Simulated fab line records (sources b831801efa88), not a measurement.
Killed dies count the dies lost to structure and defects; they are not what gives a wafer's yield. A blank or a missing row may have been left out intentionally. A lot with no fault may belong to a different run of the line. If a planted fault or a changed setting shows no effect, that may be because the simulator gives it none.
A struck lot beside a sound one :: flow sky130 :: 17 out of 708 route steps
Sound: wafers L475.1, L475.5, L475.6. Wafers struck: L485.4, L485.5, L485.6. The cause is given at the end.
Per side, at each step with rows, come the tool, then ch with its chambers, and then its first start. Under that, the readings that differ: sound wafers :: struck wafers :: difference of the means :: sigmas: that difference in standard deviations of wafers without a fault.
alike: a reading whose means differ by less than 2 such deviations, as well as words and numbers matching on both sides. not compared: withheld readings; readings where some wafer has no value; bounds like >300 that might hide an equal value; numbers whose values overlap and for which the record gives no deviation.
Wherever a step has rows on one side only, a row that says differs or no value, or a row with sigmas, the two part there. When numbers do not overlap yet have no deviation, they are printed without sigmas and do not part them. Lack of a reading on every wafer of one side parts them only where that side has two or more wafers.

first, 1 step without rows for these wafers: SKY_VT_ADJUST_LVTN_IMPLANT_19.
SKY_VT_ADJUST_LVTN_STRIP_20: strips in O2/N2.
  sound on plasma-asher-04 ch 0,1, day 10 11:40; struck on plasma-asher-01 ch 0,1, day 14 01:53
  alike: drypump-motor-current-A, oes-product-au, strip-time-to-endpoint-s
  not compared: rf-hours-counter-h
SKY_VT_ADJUST_LVTN_TW_MEAS_21:
  sound on film-metro-03, day 10 11:46; struck on film-metro-01, day 14 01:59
reading: VT_ADJUST_LVTN_2_TW
sound: 188.6 189.3 189.7
struck: 187.5 187.7 186.6
difference: -1.9
sigmas: -2
then, 7 steps without rows for these wafers: SKY_VT_ADJUST_NCORE_DEHYDRATE_00 (time 60 s); SKY_VT_ADJUST_NCORE_HMDS_01 (prime time 60 s); SKY_VT_ADJUST_NCORE_COAT_02 (resist thk 1140 nm); SKY_VT_ADJUST_NCORE_SOFTBAKE_03 (time 60 s); SKY_VT_ADJUST_NCORE_EXPOSE_04 (exposes mask LVTN COMPLEMENT THIN, target cd 380 nm); SKY_VT_ADJUST_NCORE_PEB_05; SKY_VT_ADJUST_NCORE_DEVELOP_06 (develop time 60 s).
SKY_VT_ADJUST_NCORE_CD_MEAS_07: the cd target is 380 nm.
  sound on cd-sem-02, day 11 10:31; struck on cd-sem-01, day 15 05:07
  alike: cd-nm
SKY_VT_ADJUST_NCORE_OVL_MEAS_08:
  sound on overlay-01, day 11 10:38; struck on overlay-01, day 15 05:11
  alike: VT_ADJUST_NCORE_OVL
SKY_VT_ADJUST_NCORE_IMPLANT_09:
  sound on implanter-03 ch 0, day 11 10:41; struck on implanter-03 ch 0, day 15 05:17
reading: beam-energy-keV
sound: 9.9980 10.000 9.9993
struck: 7.6444 7.6450 7.6429
difference: -2.3550
sigmas: -99 or more

reading: model.implant.rp-nm (nm)
sound: 32.62 32.62 32.62
struck: 26.47 26.47 26.47
difference: -6.15
sigmas: 

reading: model.implant.drp-nm (nm)
sound: 17.11 17.11 17.11
struck: 14.18 14.18 14.18
difference: -2.93
sigmas: 
SKY_VT_ADJUST_NCORE_STRIP_10: strips in O2/N2.
  sound on plasma-asher-02 ch 0,1, day 11 10:50; struck on plasma-asher-02 ch 0,1, day 15 05:23
  alike: drypump-motor-current-A, oes-product-au, strip-time-to-endpoint-s
  not compared: rf-hours-counter-h
SKY_VT_ADJUST_NCORE_TW_MEAS_11:
  sound on film-metro-01, day 11 10:56; struck on film-metro-01, day 15 05:29
reading: VT_ADJUST_NCORE_TW
sound: 217.6 217.8 218.3
struck: 204.1 204.1 205.0
difference: -13.5
sigmas: -9
then, 1 step without rows for these wafers: SKY_VT_ADJUST_HVTR_DEHYDRATE_00 (time 60 s).
-- a jump in the record: the struck wafers' starts before and after are 36 days apart (it breaks off in module VT_ADJUST_HVTR and resumes in module PAD_OPEN, where the first step shown is number 708 of the route) --
SKY_PAD_OPEN_PROBE_99:
  sound on prober-01, day 48 16:16; struck on prober-01, day 51 07:16
reading: model.etest.nfet_16v.r-on-ohm-um
sound: 1.388e+04 1.392e+04 1.392e+04
struck: 1.378e+04 1.366e+04 1.367e+04
difference: -2.033e+02
sigmas: 

reading: model.etest.pfet-g5v0d10v5.off-log10-a-um
sound: -12.06 -11.93 -12.02
struck: -13.21 -13.29 -13.19
difference: -1.23
sigmas: 

reading: model.etest.pfet-g5v0d10v5.vt-sat-v (V)
sound: -0.588 -0.5726 -0.5793
struck: -0.7119 -0.7142 -0.6887
difference: -0.1250
sigmas: 

reading: model.etest.pfet_16v.vt-v (V)
sound: -1.038 -1.046 -1.046
struck: -1.155 -1.148 -1.15
difference: -0.108
sigmas: 

reading: model.etest.pfet-g5v0d10v5.vt-v (V)
sound: -0.7972 -0.781 -0.7882
struck: -0.8924 -0.8913 -0.866
difference: -0.0944
sigmas: 

reading: model.etest.pfet-g5v0d10v5.vt-long-v (V)
sound: -0.8772 -0.8844 -0.8848
struck: -0.9705 -0.9623 -0.9674
difference: -0.0846
sigmas: 

reading: model.etest.nfet-g5v0d10v5.body-rise-v (V)
sound: 0.6534 0.662 0.6556
struck: 0.628 0.6314 0.6375
difference: -0.025
sigmas: 
  alike: killed_at_M0_to_M3, killed_at_M4_up, killed-at-contacts, killed-at-front-end, killed-at-other, killed-dies, killed-open, killed-short
  not compared: model.etest.res-pwell-under-gate.rs-ohm-sq

WHERE THEY PART
Last at SKY_VT_ADJUST_NCORE_TW_MEAS_11 as far as this record goes, first at SKY_VT_ADJUST_LVTN_TW_MEAS_21. Later steps at which nothing parts them and some readings are alike: SKY_PAD_OPEN_PROBE_99.

WHY: the cause the simulator had injected
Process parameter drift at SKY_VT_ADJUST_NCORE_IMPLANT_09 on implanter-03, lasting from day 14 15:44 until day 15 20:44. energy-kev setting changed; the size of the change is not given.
